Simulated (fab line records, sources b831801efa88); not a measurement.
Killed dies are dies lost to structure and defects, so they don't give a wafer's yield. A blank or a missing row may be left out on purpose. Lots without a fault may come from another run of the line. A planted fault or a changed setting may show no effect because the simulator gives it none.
Chamber matching | flow sky130 | SKY_CAPM_CVD_00 on pecvd-01: 3 sister chambers
The step deposits SiO2, target thk 15.5 nm. 3 wafers are shown with their chamber, then 7 later ones without.

WAFERS WITH THEIR CHAMBER
wafer  | chamber | heater_power_w (W)
L082.1 | 2       | 589
L088.1 | 1       | 793
L088.3 | 0       | 834

WAFERS WITHOUT THEIR CHAMBER
wafer  | heater_power_w (W)
L088.6 | 793
L091.1 | 688
L091.4 | 691
L091.5 | 790
L094.1 | 737
L094.2 | 808
L094.6 | 812

WHICH CHAMBER EACH WENT THROUGH
wafer  | from the rows above          | in truth
L088.6 | can't be placed: 1 or 0      | 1
L091.1 | can't be placed: 2 or 1 or 0 | 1
L091.4 | can't be placed: 1 or 2 or 0 | 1
L091.5 | can't be placed: 1 or 0      | 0
L094.1 | can't be placed: 1 or 0 or 2 | 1
L094.2 | can't be placed: 1 or 0      | 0
L094.6 | can't be placed: 1 or 0      | 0
Placed correctly: 0 of 7. Can't be placed from these rows: 7 (the true chamber is among the candidates in 7). Placed wrongly: 0.
How it was worked out, from the rows above alone: a wafer's distance from a chamber is the root of the sum, over the readings, of the square of ((its reading less the chamber's mean) divided by the reading's scatter). The wafer belongs to the nearest chamber; if the next one is less than 2 further off, it can't be placed. A chamber's mean is the mean of its shown wafers. The scatter: with one shown wafer a chamber, the root of the mean of the squares of how far each hidden wafer lies from its nearest shown one.
